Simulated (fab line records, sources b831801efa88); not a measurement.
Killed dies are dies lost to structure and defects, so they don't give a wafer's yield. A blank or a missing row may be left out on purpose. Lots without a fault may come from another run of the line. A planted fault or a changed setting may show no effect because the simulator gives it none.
Which tool did it? | flow gf180mcu | 12 lots, 36 wafers sampled, at 3 steps of a route of 602

WHAT THE GAUGES READ, wafer by wafer
GF_V2_OVL_MEAS_15.
lot  | measured     | on         | V2_OVL (nm)
L075 | day 20 19:28 | overlay-02 | 4 5 5
L077 | day 21 11:39 | overlay-02 | -3 -2 -2
L079 | day 22 03:03 | overlay-01 | -2 6 2
L081 | day 22 17:37 | overlay-02 | -4 -8 -3
L083 | day 23 14:04 | overlay-02 | 3 1 -2
L085 | day 24 06:21 | overlay-02 | 2 -1 -2
L087 | day 25 00:54 | overlay-01 | -2 -6 -8
L089 | day 25 16:10 | overlay-01 | 0 -4 7
L091 | day 26 07:23 | overlay-01 | 0 -8 -4
L093 | day 26 22:28 | overlay-02 | 4 2 -2
L095 | day 27 13:11 | overlay-02 | -7 -8 -5
L097 | day 27 23:15 | overlay-01 | -8 -5 -9

WHICH TOOL RAN EACH LOT (tool, then ch and the chambers of the sampled wafers, then the start)
lot  | GF_V1_CVD_02                    | GF_M2_STRIP_17
L075 | pecvd-04 ch 1,2, day 17 16:21   | plasma_asher-01 ch 0,1, day 19 17:22
L077 | pecvd-03 ch 0,2, day 18 05:46   | plasma_asher-01 ch 0,1, day 20 09:23
L079 | pecvd-01 ch 1,2, day 18 22:36   | plasma_asher-01 ch 1, day 21 02:11
L081 | pecvd-03 ch 0,1, day 19 14:20   | plasma_asher-01 ch 0,1, day 21 17:25
L083 | pecvd-01 ch 0,1,2, day 20 11:56 | plasma_asher-03 ch 0,1, day 22 14:19
L085 | pecvd-04 ch 0,1, day 21 06:35   | plasma_asher-02 ch 0, day 23 06:58
L087 | pecvd-04 ch 0,2, day 22 01:30   | plasma_asher-02 ch 0,1, day 24 01:23
L089 | pecvd-03 ch 0,2, day 22 18:20   | plasma_asher-01 ch 0,1, day 24 16:52
L091 | pecvd-03 ch 0,1,2, day 23 09:20 | plasma_asher-03 ch 0,1, day 25 08:40
L093 | pecvd-01 ch 0,1,2, day 24 02:45 | plasma_asher-02 ch 0,1, day 26 00:31
L095 | pecvd-04 ch 0,2, day 24 18:56   | plasma_asher-02 ch 0,1, day 26 14:52
L097 | pecvd-04 ch 0,2, day 25 06:13   | plasma_asher-01 ch 0, day 27 01:28
- GF_V1_CVD_02: deposits SiO2 from TEOS, target thk 850 nm, time 94.851 s.
- GF_M2_STRIP_17: strips in O2/N2.

THE ANSWER, worked out from the rows above alone
Rule: what is usual is taken from the lots themselves. Put in order of their means at a reading, lots are off if they are a third of the lots or fewer, leave a main group of 4 or more, and stand apart from it by a gap of 3 or more times the standard deviation of the main group's means; of several such gaps the widest counts. A main group whose means are all the same, to the digits that the tables above print for the reading, isn't used. A lot without any number at a reading at which 4 lots or more have one is off too. The other lots that the step has rows for count as sound.
No lot is off at any reading shown: from this, nothing can be told.

WHAT THE SIMULATOR HAD PUT IN
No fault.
